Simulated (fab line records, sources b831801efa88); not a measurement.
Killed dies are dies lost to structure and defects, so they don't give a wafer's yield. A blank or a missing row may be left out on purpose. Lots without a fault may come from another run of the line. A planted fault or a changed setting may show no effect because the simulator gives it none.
Which tool did it? | flow sky130 | 24 lots, 72 wafers sampled, at 5 steps of a route of 708

WHAT THE GAUGES READ, wafer by wafer
SKY_NWELL_OVL_MEAS_23.
lot  | measured     | on         | NWELL_01_OVL (nm)
L074 | day 5 09:02  | overlay-02 | 0.1 1.7 0.6
L075 | day 5 15:59  | overlay-02 | 2.6 1.0 2.7
L076 | day 5 20:05  | overlay-01 | 1.7 1.7 0.5
L077 | day 6 00:47  | overlay-01 | 0.6 -0.6 1.3
L078 | day 6 09:50  | overlay-02 | -0.1 2.6 3.2
L079 | day 6 12:47  | overlay-02 | 1.4 0.6 1.3
L080 | day 6 17:20  | overlay-01 | 0.1 -2.0 0.2
L081 | day 6 22:41  | overlay-01 | 2.6 -0.1 1.4
L082 | day 7 08:50  | overlay-01 | 0.4 1.0 1.7
L083 | day 7 13:44  | overlay-01 | 1.4 -3.1 2.0
L084 | day 7 20:20  | overlay-01 | 2.6 -0.6 -0.4
L085 | day 7 23:47  | overlay-01 | 0.7 1.0 0.6
L086 | day 8 07:29  | overlay-01 | 1.2 0.6 1.8
L087 | day 8 12:35  | overlay-02 | 0.3 1.8 -0.3
L088 | day 8 18:33  | overlay-02 | 1.0 2.0 -0.3
L089 | day 9 01:20  | overlay-02 | 2.5 2.8 1.7
L090 | day 9 08:02  | overlay-01 | 1.2 0.7 1.3
L091 | day 9 15:06  | overlay-02 | 0.6 0.7 1.1
L092 | day 9 23:26  | overlay-01 | 1.3 0.8 0.9
L093 | day 10 00:50 | overlay-01 | -1.0 2.3 1.2
L094 | day 10 09:20 | overlay-01 | 3.7 3.4 4.4
L095 | day 10 14:44 | overlay-02 | 0.8 1.2 -0.9
L096 | day 10 19:59 | overlay-02 | 1.4 1.1 0.7
L097 | day 11 01:38 | overlay-02 | 2.4 0.5 0.9

SKY_NWELL_RS_MEAS_31: measures by four-point-probe.
lot  | measured     | on            | PWDE_RS (ohm/sq)
L074 | day 5 09:46  | film_metro-01 | 5278 5282 5277
L075 | day 5 16:45  | film_metro-03 | 5285 5259 5289
L076 | day 5 20:49  | film_metro-01 | 5260 5282 5293
L077 | day 6 01:31  | film_metro-03 | 5286 5254 5266
L078 | day 6 10:34  | film_metro-03 | 5276 5289 5252
L079 | day 6 13:32  | film_metro-01 | 5248 5267 5253
L080 | day 6 18:04  | film_metro-01 | 5262 5266 5264
L081 | day 6 23:25  | film_metro-02 | 5293 5288 5303
L082 | day 7 09:36  | film_metro-01 | 5272 5275 5278
L083 | day 7 14:29  | film_metro-01 | 5270 5252 5253
L084 | day 7 21:04  | film_metro-02 | 5264 5261 5275
L085 | day 8 00:32  | film_metro-01 | 5287 5280 5262
L086 | day 8 08:13  | film_metro-01 | 5306 5295 5285
L087 | day 8 13:20  | film_metro-02 | 5257 5274 5269
L088 | day 8 19:19  | film_metro-03 | 5305 5292 5315
L089 | day 9 02:08  | film_metro-01 | 5304 5286 5284
L090 | day 9 08:47  | film_metro-03 | 5279 5264 5279
L091 | day 9 15:53  | film_metro-01 | 5263 5266 5285
L092 | day 10 00:10 | film_metro-01 | 5263 5264 5272
L093 | day 10 01:35 | film_metro-03 | 5291 5288 5303
L094 | day 10 10:04 | film_metro-02 | 5252 5240 5242
L095 | day 10 15:28 | film_metro-01 | 5273 5263 5244
L096 | day 10 20:46 | film_metro-01 | 5273 5248 5231
L097 | day 11 02:23 | film_metro-02 | 5259 5274 5286

SKY_VT_ADJUST_HVTP_TW_MEAS_11.
lot  | measured     | on            | VT_ADJUST_HVTP_TW
L074 | day 6 04:32  | film_metro-04 | 1371 1376 1377
L075 | day 6 11:52  | film_metro-03 | 1339 1346 1348
L076 | day 6 15:33  | film_metro-02 | 1356 1357 1360
L077 | day 6 20:22  | film_metro-03 | 1344 1346 1354
L078 | day 7 05:11  | film_metro-02 | 1350 1352 1349
L079 | day 7 08:17  | film_metro-03 | 1347 1341 1344
L080 | day 7 13:22  | film_metro-02 | 1337 1341 1345
L081 | day 7 19:23  | film_metro-02 | 1338 1346 1342
L082 | day 8 05:57  | film_metro-04 | 1376 1375 1371
L083 | day 8 10:32  | film_metro-03 | 1346 1346 1344
L084 | day 8 17:44  | film_metro-04 | 1369 1384 1377
L085 | day 8 21:15  | film_metro-03 | 1351 1343 1344
L086 | day 9 06:02  | film_metro-02 | 1355 1349 1359
L087 | day 9 11:05  | film_metro-02 | 1341 1352 1348
L088 | day 9 17:36  | film_metro-04 | 1386 1387 1384
L089 | day 10 00:10 | film_metro-03 | 1344 1350 1347
L090 | day 10 07:14 | film_metro-02 | 1349 1349 1343
L091 | day 10 14:40 | film_metro-03 | 1344 1349 1348
L092 | day 10 23:28 | film_metro-03 | 1342 1349 1342
L093 | day 11 01:08 | film_metro-04 | 1359 1361 1359
L094 | day 11 09:11 | film_metro-02 | 1348 1344 1353
L095 | day 11 14:50 | film_metro-02 | 1350 1349 1355
L096 | day 11 20:24 | film_metro-03 | 1355 1352 1357
L097 | day 12 01:32 | film_metro-03 | 1354 1363 1351

SKY_GATE_OXIDE_OVL_MEAS_10.
lot  | measured     | on         | GATE_OXIDE_OVL (nm)
L074 | day 14 00:23 | overlay-01 | 0.3 -0.2 0.2
L075 | day 14 07:54 | overlay-02 | -0.9 0.4 -3.3
L076 | day 14 14:20 | overlay-01 | -0.8 0.5 -0.1
L077 | day 14 19:19 | overlay-01 | -0.6 0.2 -1.0
L078 | day 15 07:10 | overlay-02 | -0.7 0.2 -1.3
L079 | day 15 10:29 | overlay-01 | -1.1 -0.5 0.2
L080 | day 15 18:31 | overlay-02 | 0.3 0.9 1.5
L081 | day 16 03:35 | overlay-01 | 2.5 1.7 0.6
L082 | day 16 19:44 | overlay-01 | -0.2 1.2 0.9
L083 | day 16 23:23 | overlay-02 | 0.2 0.8 -0.4
L084 | day 17 09:56 | overlay-02 | 0.1 -0.8 -1.3
L085 | day 17 14:02 | overlay-02 | -1.9 -1.8 -0.8
L086 | day 18 04:20 | overlay-02 | -1.4 0.8 -0.8
L087 | day 18 10:23 | overlay-02 | 1.3 -0.3 -1.0
L088 | day 18 19:21 | overlay-02 | 3.3 1.1 2.1
L089 | day 19 05:42 | overlay-01 | 0.0 -0.5 0.1
L090 | day 19 14:23 | overlay-02 | 1.5 -0.3 0.2
L091 | day 20 02:00 | overlay-01 | 1.9 0.5 -0.9
L092 | day 20 09:58 | overlay-01 | -0.4 0.8 2.1
L093 | day 20 15:08 | overlay-01 | 1.4 1.2 -0.9
L094 | day 21 01:53 | overlay-02 | 4.0 1.1 0.9
L095 | day 21 07:59 | overlay-02 | 1.1 1.7 -1.1
L096 | day 21 15:50 | overlay-01 | 0.2 -0.5 -2.3
L097 | day 21 18:56 | overlay-02 | 0.9 1.0 1.7

SKY_POLY_GATE_CD_MEAS_22.
lot  | measured     | on        | cd_nm (nm)
L074 | day 16 15:51 | cd_sem-02 | 148 142 145
L075 | day 17 02:10 | cd_sem-02 | 150 149 147
L076 | day 17 07:10 | cd_sem-02 | 150 152 147
L077 | day 17 17:41 | cd_sem-01 | 153 154 150
L078 | day 18 03:51 | cd_sem-02 | 150 153 151
L079 | day 18 07:24 | cd_sem-01 | 150 155 153
L080 | day 18 16:08 | cd_sem-01 | 146 143 147
L081 | day 19 01:55 | cd_sem-01 | 149 153 152
L082 | day 19 18:19 | cd_sem-01 | 148 153 149
L083 | day 19 20:54 | cd_sem-01 | 151 148 146
L084 | day 20 06:12 | cd_sem-01 | 149 151 151
L085 | day 20 15:46 | cd_sem-01 | 153 147 152
L086 | day 21 01:47 | cd_sem-02 | 150 153 148
L087 | day 21 09:13 | cd_sem-01 | 151 147 151
L088 | day 21 17:42 | cd_sem-02 | 153 152 155
L089 | day 22 04:04 | cd_sem-02 | 144 147 142
L090 | day 22 10:19 | cd_sem-02 | 149 152 148
L091 | day 22 23:34 | cd_sem-01 | 144 146 148
L092 | day 23 08:49 | cd_sem-01 | 149 147 149
L093 | day 23 12:35 | cd_sem-01 | 150 149 151
L094 | day 23 21:29 | cd_sem-02 | 149 148 146
L095 | day 24 04:14 | cd_sem-01 | 148 151 150
L096 | day 24 10:29 | cd_sem-02 | 150 150 156
L097 | day 24 13:55 | cd_sem-01 | 150 151 149

WHICH TOOL RAN EACH LOT (tool, then ch and the chambers of the sampled wafers, then the start)
The record holds no process step before these readings.

WHAT THE TOOLS THEMSELVES READ (means of the sampled wafers that have a number; where no wafer has one, the mark that the record gives instead)
The record holds no such reading with a usual standard deviation.

THE ANSWER, worked out from the rows above alone
Rule: what is usual is taken from the lots themselves. Put in order of their means at a reading, lots are off if they are a third of the lots or fewer, leave a main group of 4 or more, and stand apart from it by a gap of 3 or more times the standard deviation of the main group's means; of several such gaps the widest counts. A main group whose means are all the same, to the digits that the tables above print for the reading, isn't used. A lot without any number at a reading at which 4 lots or more have one is off too. The other lots that the step has rows for count as sound. The gauges are gone through in route order, then the tools' own readings, and for those a lot's mean is taken as printed above. The first step at which some lot is off is used, and at that step the reading that is off furthest; a lot without a number counts as furthest.
No lot is off at any reading shown: from this, nothing can be told.

WHAT THE SIMULATOR HAD PUT IN
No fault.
